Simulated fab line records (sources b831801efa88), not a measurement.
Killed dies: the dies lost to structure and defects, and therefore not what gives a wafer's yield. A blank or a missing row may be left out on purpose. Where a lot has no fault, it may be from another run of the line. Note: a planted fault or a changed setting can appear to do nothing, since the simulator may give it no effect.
Which tool did it?	flow gf180mcu	Sampling: 14 lots, 42 wafers, 5 of 602 route steps

## WHAT THE GAUGES READ, wafer by wafer
GF_MVPSD_OVL_MEAS_07.
lot	measured	on	MVPSD_OVL (nm)
L431	day 5 10:33	overlay-01	1.7 -0.3 0.4
L432	day 5 20:31	overlay-02	-0.3 0.8 1.0
L433	day 6 01:47	overlay-02	0.1 -0.9 1.6
L434	day 6 07:57	overlay-01	0.3 1.3 -0.7
L435	day 6 12:11	overlay-02	0.9 0.5 0.2
L436	day 6 18:51	overlay-02	-0.6 1.5 -0.6
L442	day 8 05:51	overlay-02	0.8 1.1 1.9
L444	day 8 16:27	overlay-02	0.3 1.3 -1.3
L445	day 9 00:01	overlay-01	6.8 5.4 4.3
L446	day 9 06:04	overlay-01	-2.2 -4.2 -2.2
L449	day 9 22:24	overlay-01	5.1 5.6 2.9
L450	day 10 06:52	overlay-01	-0.2 0.6 -1.7
L451	day 10 10:00	overlay-02	-0.9 -3.2 -1.3
L452	day 10 17:20	overlay-01	1.3 1.5 0.7

GF_V1_THK_MEAS_03.
lot	measured	on	V1_CVD_02_THK (nm)
L431	day 17 12:32	film-metro-04	857 854 862
L432	day 18 06:11	film-metro-03	859 854 864
L433	day 18 22:08	film-metro-02	822 848 842
L434	day 19 12:52	film-metro-03	866 856 866
L435	day 19 14:03	film-metro-02	830 866 848
L436	day 20 21:47	film-metro-03	818 854 840
L442	day 22 06:31	film-metro-04	836 846 837
L444	day 23 04:19	film-metro-03	859 852 866
L445	day 23 04:32	film-metro-03	835 846 867
L446	day 22 22:40	film-metro-04	853 841 866
L449	day 23 19:58	film-metro-03	831 864 840
L450	day 24 05:58	film-metro-02	865 872 876
L451	day 24 13:29	film-metro-03	840 861 859
L452	day 24 22:04	film-metro-04	849 845 856

GF_V1_BOW_MEAS_05.
lot	measured	on	V1_BOW (um)
L431	day 17 12:53	film-metro-02	80 80 83
L432	day 18 06:40	film-metro-02	77 81 88
L433	day 18 22:30	film-metro-03	73 72 80
L434	day 19 13:13	film-metro-04	90 70 85
L435	day 19 14:25	film-metro-03	90 79 70
L436	day 20 22:09	film-metro-02	78 78 77
L442	day 22 06:53	film-metro-04	75 83 82
L444	day 23 04:40	film-metro-04	94 82 87
L445	day 23 04:55	film-metro-04	74 78 71
L446	day 22 23:03	film-metro-03	76 68 90
L449	day 23 20:19	film-metro-04	83 77 85
L450	day 24 06:21	film-metro-04	82 80 83
L451	day 24 13:50	film-metro-04	78 81 90
L452	day 24 22:43	film-metro-04	85 82 79

## WHAT TOOL EACH LOT RAN ON (gives the tool, then ch and the chambers of the sampled wafers, and finally the start)
lot	GF_MVPSD_EXPOSE_04	GF_V1_CVD_02
L431	iline-stepper-01 ch 0, day 5 03:40	pecvd-01 ch 0,1,2, day 17 12:28
L432	iline-stepper-01 ch 0, day 5 13:37	pecvd-01 ch 0,1,2, day 18 06:07
L433	iline-stepper-02 ch 0, day 5 18:55	pecvd-04 ch 0,1,2, day 18 22:04
L434	iline-stepper-01 ch 0, day 6 00:22	pecvd-01 ch 0,1,2, day 19 12:47
L435	iline-stepper-02 ch 0, day 6 05:07	pecvd-03 ch 0,2, day 19 13:59
L436	iline-stepper-01 ch 0, day 6 11:37	pecvd-03 ch 0,1,2, day 20 21:43
L442	iline-stepper-02 ch 0, day 7 21:32	pecvd-04 ch 0,1,2, day 22 06:26
L444	iline-stepper-01 ch 0, day 8 08:58	pecvd-01 ch 1,2, day 23 04:15
L445	iline-stepper-02 ch 0, day 8 15:39	pecvd-04 ch 0,1, day 23 04:26
L446	iline-stepper-01 ch 0, day 8 21:56	pecvd-03 ch 0,1,2, day 22 22:36
L449	iline-stepper-02 ch 0, day 9 14:25	pecvd-04 ch 0,1, day 23 19:53
L450	iline-stepper-01 ch 0, day 9 22:34	pecvd-01 ch 0,1,2, day 24 05:53
L451	iline-stepper-01 ch 0, day 10 01:44	pecvd-01 ch 0,2, day 24 13:23
L452	iline-stepper-01 ch 0, day 10 08:37	pecvd-01 ch 1,2, day 24 21:59
- GF_MVPSD_EXPOSE_04: exposes mask MVPSD, target cd 1000 nm.
- GF_V1_CVD_02: deposits SiO2 from TEOS, target thk 850 nm, time 94.851 s.

## AS READ BY THE TOOLS THEMSELVES (means over the sampled wafers that have a number; for cases with no such wafer, the mark the record gives instead)
GF_V1_CVD_02.
lot	tool	heater-power-w (W)
L431	pecvd-01	701
L432	pecvd-01	689
L433	pecvd-04	820
L434	pecvd-01	651
L435	pecvd-03	567
L436	pecvd-03	670
L442	pecvd-04	701
L444	pecvd-01	662
L445	pecvd-04	751
L446	pecvd-03	715
L449	pecvd-04	790
L450	pecvd-01	693
L451	pecvd-01	680
L452	pecvd-01	674

## THE ANSWER, worked out from the rows above alone
Rule: usual is defined by the lots themselves. The widest of any qualifying gaps counts: lots, ordered by their means at a reading, are off when they make up no more than a third of the lots, leave a main group of 4 or more, and stand apart from it by 3 or more times the standard deviation of that group's means. A main group is skipped when, at the precision printed for the reading in the tables above, its means are all equal. A lot without any number at a reading at which 4 lots or more have one is off too. Any other lot the step has rows for is counted as sound. After the gauges, taken in route order, come the tools' own readings; for these a lot's mean is taken, as printed above. The first step at which some lot is off is used, and at that step the reading that is off furthest; a lot without a number counts as furthest.
None of the lots is off at any reading shown; this tells nothing.

## WHAT THE SIMULATOR HAD INSERTED
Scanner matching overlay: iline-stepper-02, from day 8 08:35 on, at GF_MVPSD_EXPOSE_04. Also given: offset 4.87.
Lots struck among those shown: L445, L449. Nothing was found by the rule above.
